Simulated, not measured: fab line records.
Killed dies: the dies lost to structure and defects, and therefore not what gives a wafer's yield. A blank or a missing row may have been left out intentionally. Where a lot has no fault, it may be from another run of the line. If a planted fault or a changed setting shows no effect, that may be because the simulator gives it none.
Which tool is to blame?	flow sky130	45 wafers from 15 lots sampled at 3 of the route's 708 steps

## WHAT THE GAUGES SHOWED, per wafer
SKY_LI_CONTACT_CD_MEAS_12 targets a cd of 170 nm.
lot	measured	on	cd-nm (nm)
L453	day 29 04:56	cd-sem-02	171.8 171.3 170.6
L455	day 30 00:56	cd-sem-01	167.5 169.8 168.8
L457	day 30 20:38	cd-sem-02	170.3 170.1 169.7
L458	day 31 10:52	cd-sem-01	168.1 169.8 168.1
L459	day 31 11:01	cd-sem-01	170.2 170.7 170.0
L460	day 31 12:27	cd-sem-01	169.3 169.1 169.6
L461	day 32 20:55	cd-sem-01	170.5 170.9 170.0
L462	day 32 21:35	cd-sem-01	171.9 173.0 171.7
L463	day 32 22:20	cd-sem-01	168.8 168.8 168.4
L465	day 33 11:17	cd-sem-02	168.6 168.0 169.1
L466	day 34 05:28	cd-sem-02	172.7 173.6 174.0
L467	day 34 06:20	cd-sem-02	170.3 168.8 169.0
L470	day 34 20:56	cd-sem-01	168.5 169.9 170.2
L471	day 35 07:19	cd-sem-01	170.3 168.4 168.4
L476	day 36 14:34	cd-sem-02	168.3 169.4 169.4

SKY_LI_CONTACT_OVL_MEAS_13.
lot	measured	on	LI_CONTACT_OVL (nm)
L453	day 29 05:03	overlay-02	6 0 4
L455	day 30 01:03	overlay-02	2 1 0
L457	day 30 20:42	overlay-01	3 4 8
L458	day 31 10:59	overlay-01	1 1 0
L459	day 31 11:07	overlay-01	3 0 2
L460	day 31 12:33	overlay-01	3 4 4
L461	day 32 21:02	overlay-02	-2 -8 1
L462	day 32 21:42	overlay-01	-1 12 1
L463	day 32 22:27	overlay-01	5 8 5
L465	day 33 11:24	overlay-01	7 1 1
L466	day 34 05:35	overlay-01	3 5 0
L467	day 34 06:27	overlay-02	-9 -8 -4
L470	day 34 21:03	overlay-02	-2 -4 0
L471	day 35 07:26	overlay-01	5 6 1
L476	day 36 14:41	overlay-01	6 3 8

SKY_LOCAL_INTERCONNECT_THK_MEAS_02: measures by xrf.
lot	measured	on	LOCAL_INTERCONNECT_TIN_THK (nm)
L453	day 29 06:26	film-metro-04	97.6 97.7 96.8
L455	day 30 02:26	film-metro-03	97.8 98.2 97.3
L457	day 30 22:06	film-metro-02	97.1 97.7 95.0
L458	day 31 12:22	film-metro-04	97.6 99.4 99.5
L459	day 31 12:30	film-metro-03	99.4 97.9 98.7
L460	day 31 13:56	film-metro-04	98.7 97.2 99.2
L461	day 32 22:25	film-metro-02	98.9 99.3 96.3
L462	day 32 23:05	film-metro-02	96.1 97.7 97.4
L463	day 32 23:50	film-metro-02	98.9 99.7 99.5
L465	day 33 12:47	film-metro-03	98.2 98.1 98.7
L466	day 34 06:58	film-metro-02	98.3 98.8 98.5
L467	day 34 07:50	film-metro-04	98.0 99.2 99.0
L470	day 34 22:26	film-metro-02	98.3 98.4 97.9
L471	day 35 08:49	film-metro-04	99.8 100.6 100.0
L476	day 36 16:08	film-metro-03	96.9 97.2 97.4

## WHICH TOOL RAN EACH LOT (tool, then ch and the chambers of the sampled wafers, then the start)
Before these readings, the record contains no process step.

## AS READ BY THE TOOLS THEMSELVES (means over the sampled wafers that have a number; for cases with no such wafer, the mark the record gives instead)
The record holds no such reading with a usual standard deviation.

## THE ANSWER, worked out from the rows above alone
Rule: usual is defined by the lots themselves. Put in order of their means at a reading, lots are off if they are a third of the lots or fewer, leave a main group of 4 or more, and stand apart from it by a gap of 3 or more times the standard deviation of the main group's means; of several such gaps the widest counts. A main group is skipped when, at the precision printed for the reading in the tables above, its means are all equal. Also off: a lot with no number at a reading for which 4 or more lots have one. Any other lot the step has rows for is counted as sound. First the gauges in route order, then the tools' own readings, where a lot's mean is used as printed above. At the first step where some lot is off, the reading lying furthest off is the one used; lots without a number count as furthest.
None of the lots is off at any reading shown; this tells nothing.

## WHAT WAS PUT IN BY THE SIMULATOR
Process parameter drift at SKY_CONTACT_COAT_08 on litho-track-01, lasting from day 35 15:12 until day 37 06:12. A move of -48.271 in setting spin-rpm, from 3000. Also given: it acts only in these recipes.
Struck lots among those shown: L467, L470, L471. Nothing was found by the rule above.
